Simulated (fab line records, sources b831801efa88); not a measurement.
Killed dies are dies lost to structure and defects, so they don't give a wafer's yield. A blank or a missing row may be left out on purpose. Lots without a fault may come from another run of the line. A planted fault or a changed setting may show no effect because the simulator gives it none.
A struck lot beside a sound one | flow sky130 | 34 steps out of a route of 708
Sound: wafers L884.1, L884.2, L884.6. Struck: wafer L879.1. (L879.2, L879.6 of the same lot were not struck and are left out.) The cause comes at the end.
At each step with rows: each side's tool, then ch and its chambers, then its first start. Under that, the readings that differ: sound wafers | struck wafers | difference of the means | sigmas: that difference in standard deviations of wafers without a fault.
alike: readings whose means differ by less than 2 such deviations, and words and numbers that are the same on both sides. not compared: withheld readings, readings that some wafer has no value for, bounds like >300 that may hide the same value, and numbers for which the record gives no deviation and whose values overlap.
The two part at a step that has a row with sigmas, a row that says differs or no value, or rows on one side only. Numbers that don't overlap but have no deviation are shown without sigmas and don't part them. A reading that every wafer of one side lacks parts them only if that side has two wafers or more.

first, 7 steps without rows for these wafers: SKY_METAL5_HMDS_08 (prime time 60 s); SKY_METAL5_COAT_09 (resist thk 1800 nm); SKY_METAL5_SOFTBAKE_10 (time 60 s); SKY_METAL5_EXPOSE_11 (exposes mask MM5, target cd 1600 nm); SKY_METAL5_PEB_12; SKY_METAL5_DEVELOP_13 (develop time 60 s); SKY_METAL5_DESCUM_14 (chemistry O2, time 11 s).
SKY_METAL5_METAL_ETCH_15: etches the open film in Cl2/BCl3, stops on SiO2, target depth 1260 nm, time 252 s.
  sound on rie_metal-03 ch 0,1, day 48 02:14; struck on rie_metal-03 ch 0, day 46 16:22
  reading                | sound                | struck | difference | sigmas
  throttle_valve_pct (%) | 22.267 22.264 22.268 | 22.288 | +0.022     | +2
  alike: drypump_motor_current_A, mfc_cl2_sccm, oes_product_au
  not compared: rf_hours_counter_h
SKY_METAL5_STRIP_16: strips in O2/N2.
  sound on plasma_asher-01 ch 0,1, day 48 02:28; struck on plasma_asher-01 ch 1, day 46 16:36
  alike: drypump_motor_current_A, n2_flow_sccm, oes_product_au, strip_time_to_endpoint_s
  not compared: rf_hours_counter_h
then, 3 steps without rows for these wafers: SKY_METAL5_STRIP_17 (strips in post etch residue remover, time 1200 s); SKY_METAL5_CLEAN_18 (cleans in IPA, time 180 s); SKY_METAL5_CLEAN_19 (cleans in O3/DIW).
SKY_PASSIVATION_CVD_00: deposits SiO2, target thk 90 nm.
  sound on pecvd-01 ch 1,2, day 48 03:04; struck on pecvd-02 ch 0, day 46 17:18
  reading                                      | sound             | struck | difference | sigmas
  model.SiO2_of_PASSIVATION_CVD_00.thk_nm (nm) | 90.02 89.29 90.74 | 38.09  | -51.93     |
  alike: heater_power_w
SKY_PASSIVATION_THK_MEAS_01:
  sound on film_metro-04, day 48 03:05; struck on film_metro-02, day 46 17:33
  reading                     | sound          | struck | difference | sigmas
  PASSIVATION_CVD_00_THK (nm) | 90.0 89.3 90.7 | 38.1   | -51.9      | -47
  not compared: hold
SKY_PASSIVATION_CVD_02: deposits Si3N4, target thk 540 nm.
  sound on pecvd-03 ch 1,2, day 48 03:08; struck on pecvd-01 ch 2, day 47 00:17
  reading | sound | struck                   | difference                   | sigmas
  hold    | - - - | await_dispo/6.7h/release | no value on the sound wafers |
  alike: heater_power_w
SKY_PASSIVATION_THK_MEAS_03:
  sound on film_metro-04, day 48 03:22; struck on film_metro-04, day 47 00:31
  alike: PASSIVATION_CVD_02_THK
then, 7 steps without rows for these wafers: SKY_PASSIVATION_DEHYDRATE_04 (time 60 s); SKY_PASSIVATION_HMDS_05 (prime time 60 s); SKY_PASSIVATION_COAT_06 (resist thk 3000 nm); SKY_PASSIVATION_SOFTBAKE_07; SKY_PASSIVATION_EXPOSE_08 (exposes mask NSM, target cd 3000 nm); SKY_PASSIVATION_PEB_09; SKY_PASSIVATION_DEVELOP_10 (develop time 60 s).
SKY_PASSIVATION_ETCH_11: etches the open film in CF4/O2, stops on AlCu, target depth 725 nm, time 161.1 s.
  sound on rie_diel-01 ch 0,3, day 48 22:20; struck on rie_diel-01 ch 0, day 47 13:16
  reading                                 | sound             | struck | difference | sigmas
  oes_product_au (a.u.)                   | 0.978 0.970 0.977 | 0.923  | -0.052     | -8
  model.etch.depth_nm (nm)                | 708.1 709.1 717.7 | 644.8  | -66.8      |
  model.PASSIVATION.feature_depth_nm (nm) | 708.1 709.1 717.7 | 644.8  | -66.8      |
  alike: O2_flow_sccm, drypump_motor_current_A, throttle_valve_pct
  not compared: rf_hours_counter_h
SKY_PASSIVATION_STRIP_12: strips in O2/N2.
  sound on plasma_asher-03 ch 0,1, day 48 22:27; struck on plasma_asher-03 ch 0, day 47 13:23
  reading               | sound             | struck | difference | sigmas
  oes_product_au (a.u.) | 0.664 0.660 0.667 | 0.653  | -0.011     | -3
  alike: drypump_motor_current_A, n2_flow_sccm, strip_time_to_endpoint_s
  not compared: rf_hours_counter_h
then, 7 steps without rows for these wafers: SKY_PAD_OPEN_DEHYDRATE_00 (time 60 s); SKY_PAD_OPEN_HMDS_01 (prime time 60 s); SKY_PAD_OPEN_COAT_02 (resist thk 3000 nm); SKY_PAD_OPEN_SOFTBAKE_03; SKY_PAD_OPEN_EXPOSE_04 (exposes mask PDM, target cd 60000 nm); SKY_PAD_OPEN_PEB_05; SKY_PAD_OPEN_DEVELOP_06 (develop time 60 s).
SKY_PAD_OPEN_ETCH_07: etches the open film in CF4/O2, stops on AlCu, target depth 725 nm, time 161.1 s.
  sound on rie_diel-02 ch 0,1,3, day 49 15:35; struck on rie_diel-03 ch 1, day 48 08:35
  reading                              | sound             | struck | difference | sigmas
  oes_product_au (a.u.)                | 0.977 0.989 0.991 | 0.923  | -0.063     | -9
  throttle_valve_pct (%)               | 5.962 5.961 5.958 | 5.934  | -0.026     | -3
  model.etch.depth_nm (nm)             | 708.1 709.1 717.7 | 644.8  | -66.8      |
  model.PAD_OPEN.feature_depth_nm (nm) | 708.1 709.1 717.7 | 644.8  | -66.8      |
  alike: O2_flow_sccm, drypump_motor_current_A
  not compared: rf_hours_counter_h
SKY_PAD_OPEN_STRIP_08: strips in O2/N2.
  sound on plasma_asher-02 ch 0,1, day 49 15:42; struck on plasma_asher-01 ch 1, day 48 08:41
  reading                     | sound          | struck | difference | sigmas
  drypump_motor_current_A (A) | 5.59 5.36 5.33 | 5.99   | +0.56      | +3
  alike: n2_flow_sccm, oes_product_au
  not compared: rf_hours_counter_h

WHERE THEY PART
First at SKY_METAL5_METAL_ETCH_15; last, within this record, at SKY_PAD_OPEN_STRIP_08.

WHY: what the simulator had put in
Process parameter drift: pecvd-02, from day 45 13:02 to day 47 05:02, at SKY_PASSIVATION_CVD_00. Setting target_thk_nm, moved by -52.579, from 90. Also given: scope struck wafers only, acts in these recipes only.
